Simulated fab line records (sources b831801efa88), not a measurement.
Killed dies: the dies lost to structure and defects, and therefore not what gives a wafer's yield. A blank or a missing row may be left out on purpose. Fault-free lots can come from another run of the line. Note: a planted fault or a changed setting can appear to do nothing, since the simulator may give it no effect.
Chamber matching / flow sky130 / SKY_FIELD_ISO_ETCH_14 on rie-diel-03 has 4 sister chambers
The step etches BARC in N2/H2, stops on SiO2, time 45.9 s, target depth 60 nm. 4 wafers are shown with their chamber, then 8 later ones without.

## WAFERS, EACH WITH ITS CHAMBER
wafer=L080.6; chamber=0; drypump-motor-current-A (A)=4.8
wafer=L082.2; chamber=1; drypump-motor-current-A (A)=5.4
wafer=L082.3; chamber=3; drypump-motor-current-A (A)=6.1
wafer=L086.2; chamber=2; drypump-motor-current-A (A)=4.7

## WAFERS MISSING THEIR CHAMBER
wafer=L086.4; drypump-motor-current-A (A)=6.1
wafer=L086.5; drypump-motor-current-A (A)=4.8
wafer=L089.1; drypump-motor-current-A (A)=4.8
wafer=L089.2; drypump-motor-current-A (A)=4.8
wafer=L089.5; drypump-motor-current-A (A)=5.5
wafer=L091.1; drypump-motor-current-A (A)=4.7
wafer=L091.3; drypump-motor-current-A (A)=5.5
wafer=L091.6; drypump-motor-current-A (A)=4.8

## THE CHAMBER EACH PASSED THROUGH
wafer=L086.4; from the rows above=3; in truth=3
wafer=L086.5; from the rows above=0; in truth=0
wafer=L089.1; from the rows above=0; in truth=0
wafer=L089.2; from the rows above=0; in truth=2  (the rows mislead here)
wafer=L089.5; from the rows above=1; in truth=1
wafer=L091.1; from the rows above=2; in truth=2
wafer=L091.3; from the rows above=1; in truth=1
wafer=L091.6; from the rows above=0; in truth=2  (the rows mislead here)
Correct placement for 6 of the 8. Number that these rows cannot place: 0. Number placed wrongly: 2.
How it was worked out, from the rows above alone: a wafer's distance from a chamber is the root of the sum, over the readings, of the square of ((its reading less the chamber's mean) divided by the reading's scatter). If the next closest chamber is less than 2 further off than the closest, the wafer can't be placed; otherwise it belongs to the closest. For every chamber, the mean is computed from those of its wafers that are shown. The scatter: root of mean squared gap, hidden wafer to nearest shown wafer, with one shown wafer a chamber.
